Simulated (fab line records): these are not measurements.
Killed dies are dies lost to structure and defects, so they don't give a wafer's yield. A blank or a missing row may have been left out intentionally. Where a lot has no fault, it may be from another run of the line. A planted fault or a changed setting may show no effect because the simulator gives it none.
Comparing a struck lot with a sound one + flow gf180mcu + 15 steps out of a route of 602
Sound: the wafers L141.2, L141.4, L141.5. The struck wafers were L148.1, L148.5. At the end, the cause is stated.
At each step with rows: each side's tool, then ch and its chambers, then its first start. Under that, the readings that differ: sound wafers + struck wafers + difference of the means + sigmas: that difference in standard deviations of wafers without a fault.
alike: readings whose means differ by less than 2 such deviations, and words and numbers that are the same on both sides. not compared: withheld readings, readings that some wafer has no value for, bounds like >300 that may hide the same value, and numbers for which the record gives no deviation and whose values overlap.
Wherever a step has rows on one side only, a row that says differs or no value, or a row with sigmas, the two part there. Non-overlapping numbers with no deviation appear without sigmas and do not part them. A reading missing from all wafers of one side parts the sides only when that side holds two or more wafers.

GF_MIM_THK_MEAS_06:
  sound on film metro-01 at day 25 11:01; struck on film metro-01 at day 27 17:14
  alike: MIM_CVD_05_THK
GF_MIM_SPUTTER_07: material TiN, target thk 60 nm, time 50 s.
  sound on pvd sputter-03 at day 25 11:04; struck on pvd sputter-04 at day 27 17:18
  alike: throttle valve pct
GF_MIM_SPUTTER_08: material AlCu, target thk 200 nm, time 10.6 s.
  sound on pvd sputter-03 at day 25 11:07; struck on pvd sputter-04 at day 27 17:20
  alike: throttle valve pct
GF_MIM_SPUTTER_09: material TiN, target thk 35 nm, time 29.2 s.
  sound on pvd sputter-03 at day 25 11:08; struck on pvd sputter-04 at day 27 17:22
  alike: throttle valve pct
GF_MIM_RS_MEAS_10: a four-point-probe measurement.
  sound on film metro-04 at day 25 11:11; struck on film metro-02 at day 27 17:24
| reading              | sound                | struck        | difference | sigmas |
|----------------------|----------------------|---------------|------------|--------|
| MIM_ALCU_RS (ohm/sq) | 0.1643 0.1645 0.1654 | 0.1611 0.1600 | -0.0042    | -2     |
GF_MIM_THK_MEAS_11: measures by xrf.
  sound on film metro-04 at day 25 11:17; struck on film metro-02 at day 27 17:31
| reading           | sound             | struck      | difference | sigmas |
|-------------------|-------------------|-------------|------------|--------|
| MIM_ALCU_THK (nm) | 193.9 192.7 192.1 | 199.4 199.5 | +6.5       | +2     |
then, 6 steps without rows for these wafers: GF_MIM_DEHYDRATE_12 (time 60 s); GF_MIM_HMDS_13 (prime time 60 s); GF_MIM_COAT_14 (resist thk 1000 nm); GF_MIM_SOFTBAKE_15 (time 60 s); GF_MIM_EXPOSE_16 (exposes mask FuseTop, target cd 2000 nm); GF_MIM_PEB_17.
GF_MIM_DEVELOP_18: develop time 60 s.
  sound on litho track-01 ch 0, day 26 07:25; struck on litho track-04 ch 0, day 28 12:44
GF_MIM_METAL_ETCH_19: etches the open film in Cl2/BCl3, stops on Si3N4, target depth 324.5 nm, time 54.1 s.
  sound on rie metal-04 ch 0,1, day 26 07:32; struck on rie metal-01 ch 0,1, day 28 12:53
| reading                     | sound          | struck    | difference | sigmas |
|-----------------------------|----------------|-----------|------------|--------|
| drypump motor current A (A) | 5.7 4.9 4.9    | 5.7 6.2   | +0.8       | +2     |
| model.MIM.cd nm (nm)        | 1997 1997 1998 | 2017 2018 | +20        |        |
  alike: oes product au, throttle valve pct
  not compared: rf hours counter h
GF_MIM_STRIP_20: strips in O2/N2.
  sound on plasma asher-01 ch 0,1, day 26 07:37; struck on plasma asher-01 ch 1, day 28 12:57
  alike: drypump motor current A, heater power w, oes product au, strip time to endpoint s
  not compared: rf hours counter h

## WHERE THEY PART
Earliest at GF_MIM_RS_MEAS_10; latest, in this record, at GF_MIM_METAL_ETCH_19. Later steps at which nothing parts them and some readings are alike: GF_MIM_STRIP_20.

WHY: the cause the simulator had injected
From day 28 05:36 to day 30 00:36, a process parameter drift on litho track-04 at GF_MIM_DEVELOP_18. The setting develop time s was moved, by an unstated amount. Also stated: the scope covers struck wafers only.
